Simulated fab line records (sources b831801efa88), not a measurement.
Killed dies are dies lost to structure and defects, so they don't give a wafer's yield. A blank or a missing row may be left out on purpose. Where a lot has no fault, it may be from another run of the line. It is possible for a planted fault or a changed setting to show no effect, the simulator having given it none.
Which of the tools did it? | flow sky130 | Sampling: 6 lots, 18 wafers, 3 of 708 route steps

## WHAT THE GAUGES READ, wafer by wafer
SKY_NWELL_TW_MEAS_26.
lot  | measured     | on            | NWELL_2_TW
L406 | day 5 20:17  | film_metro-02 | 486 489 488
L408 | day 6 14:28  | film_metro-04 | 504 504 505
L417 | day 8 17:53  | film_metro-02 | 492 491 490
L419 | day 9 04:31  | film_metro-02 | 494 492 495
L421 | day 9 17:25  | film_metro-03 | 501 503 500
L427 | day 11 12:49 | film_metro-03 | 503 504 506

## EACH LOT AND THE TOOL THAT RAN IT (in order: tool; ch and the chambers of the sampled wafers; start)
lot  | SKY_NWELL_STRIP_14                   | SKY_NWELL_IMPLANT_24
L406 | plasma_asher-03 ch 0,1, day 5 02:04  | implanter-01 ch 0, day 5 20:02
L408 | plasma_asher-04 ch 0,1, day 5 19:31  | implanter-02 ch 0, day 6 14:14
L417 | plasma_asher-04 ch 0,1, day 7 21:17  | implanter-02 ch 0, day 8 17:38
L419 | plasma_asher-04 ch 0,1, day 8 07:59  | implanter-01 ch 0, day 9 04:16
L421 | plasma_asher-03 ch 1, day 8 19:37    | implanter-02 ch 0, day 9 17:10
L427 | plasma_asher-03 ch 0,1, day 10 12:58 | implanter-04 ch 0, day 11 12:34
- SKY_NWELL_STRIP_14: strips in O2/N2.
- SKY_NWELL_IMPLANT_24

## THE ANSWER, worked out from the rows above alone
Rule: usual is defined by the lots themselves. Put in order of their means at a reading, lots are off if they are a third of the lots or fewer, leave a main group of 4 or more, and stand apart from it by a gap of 3 or more times the standard deviation of the main group's means; of several such gaps the widest counts. Not used: any main group whose means are identical at the precision the tables above print for the reading. Also off: a lot with no number at a reading for which 4 or more lots have one. Where the step has rows for the other lots, those lots are counted as sound.
Across all readings shown, no lot is off: no conclusion can be drawn from this.

## WHAT THE SIMULATOR HAD PUT IN
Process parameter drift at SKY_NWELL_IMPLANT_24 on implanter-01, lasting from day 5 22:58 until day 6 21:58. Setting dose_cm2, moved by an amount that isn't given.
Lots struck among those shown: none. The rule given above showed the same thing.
